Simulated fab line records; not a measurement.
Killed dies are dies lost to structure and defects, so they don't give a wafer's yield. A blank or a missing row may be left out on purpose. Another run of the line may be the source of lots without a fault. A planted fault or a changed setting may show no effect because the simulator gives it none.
A struck lot beside a sound one + flow sky130 + 15 out of 708 route steps
Sound: wafers L254.1, L254.3, L254.5. Struck: wafers L259.1, L259.3, L259.6. The cause is given at the end.
Order at every step that has rows: each side's tool, ch and its chambers, its first start. Under that, the readings that differ: sound wafers + struck wafers + difference of the means + sigmas: that difference in standard deviations of wafers without a fault.
alike: readings with means less than 2 such deviations apart, plus words and numbers identical on both sides. not compared: withheld readings, readings lacking a value on some wafer, bounds such as >300 that could conceal the same value, and numbers that have no deviation in the record and whose values overlap.
Wherever a step has rows on one side only, a row that says differs or no value, or a row with sigmas, the two part there. Numbers that have no deviation but don't overlap get no sigmas and don't part them. A reading that every wafer of one side lacks parts them only if that side has two wafers or more.

SKY_POLY_CUT_ETCH_10: etches BARC in N2/H2, stops on SiO2, time 45.9 s, target depth 60 nm.
  sound on rieDiel-02 ch 1,3, day 27 05:52; struck on rieDiel-01 ch 0,2, day 28 20:22
  alike: biasW, drypumpMotorCurrentA, oesProductAu, throttleValvePct
  not compared: rfHoursCounterH
SKY_POLY_CUT_ETCH_11: etches Si3N4 in CF4/CH2F2/Ar, stops on poly-Si, time 42.5 s, target depth 60 nm.
  sound on rieDiel-02 ch 1,3, day 27 05:56; struck on rieDiel-01 ch 0,2, day 28 20:25
  alike: biasW, drypumpMotorCurrentA, oesProductAu, throttleValvePct
  not compared: rfHoursCounterH
SKY_POLY_CUT_STRIP_12: strips in O2/N2.
  sound on plasmaAsher-02 ch 0,1, day 27 05:59; struck on plasmaAsher-01 ch 0,1, day 28 20:27
  alike: drypumpMotorCurrentA, oesProductAu, stripTimeToEndpointS
  not compared: rfHoursCounterH
then, 7 steps without rows for these wafers: SKY_SD_P_DEHYDRATE_00 (time 60 s); SKY_SD_P_HMDS_01 (prime time 60 s); SKY_SD_P_COAT_02 (resist thk 1140 nm); SKY_SD_P_SOFTBAKE_03 (time 60 s); SKY_SD_P_EXPOSE_04 (exposes mask PSDM, target cd 380 nm); SKY_SD_P_PEB_05; SKY_SD_P_DEVELOP_06 (develop time 60 s).
SKY_SD_P_CD_MEAS_07: target cd 380 nm.
  sound on cdSem-01 at day 28 09:49; struck on cdSem-01 at day 30 00:34
  alike: cdNm
SKY_SD_P_OVL_MEAS_08:
  sound on overlay-01 at day 28 09:56; struck on overlay-01 at day 30 00:41
  alike: SD_P_OVL
SKY_SD_P_IMPLANT_09:
  sound on implanter-04 ch 0, day 28 10:15; struck on implanter-04 ch 0, day 30 00:43
| reading                  | sound                | struck               | difference | sigmas |
|--------------------------|----------------------|----------------------|------------|--------|
| beamEnergyKeV            | 20.000 20.004 20.001 | 19.796 19.789 19.807 | -0.204     | -30    |
| model.implant.drpNm (nm) | 9.746 9.746 9.746    | 9.676 9.676 9.676    | -0.070     |        |
  alike: tiltDeg
SKY_SD_P_STRIP_10: strips in O2/N2.
  sound on plasmaAsher-01 ch 0,1, day 28 10:24; struck on plasmaAsher-04 ch 1, day 30 00:52
| reading                  | sound       | struck      | difference | sigmas |
|--------------------------|-------------|-------------|------------|--------|
| drypumpMotorCurrentA (A) | 5.7 6.7 6.7 | 5.3 5.3 5.3 | -1.1       | -2     |
  alike: oesProductAu, stripTimeToEndpointS
  not compared: rfHoursCounterH
-- here the record skips 19 days between the struck wafers' starts before and after, leaving off in module SD_P and picking up in module PAD_OPEN (first step shown: number 708 of the route) --
SKY_PAD_OPEN_PROBE_99:
  rows exist in the record for the struck wafers here (prober-01, day 48 21:23), but not for the sound ones

## WHERE THEY PART
Last at SKY_PAD_OPEN_PROBE_99 as far as this record goes, first at SKY_SD_P_IMPLANT_09.

WHY: what had been put in by the simulator
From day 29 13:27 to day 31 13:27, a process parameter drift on implanter-04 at SKY_SD_P_IMPLANT_09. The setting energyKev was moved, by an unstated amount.
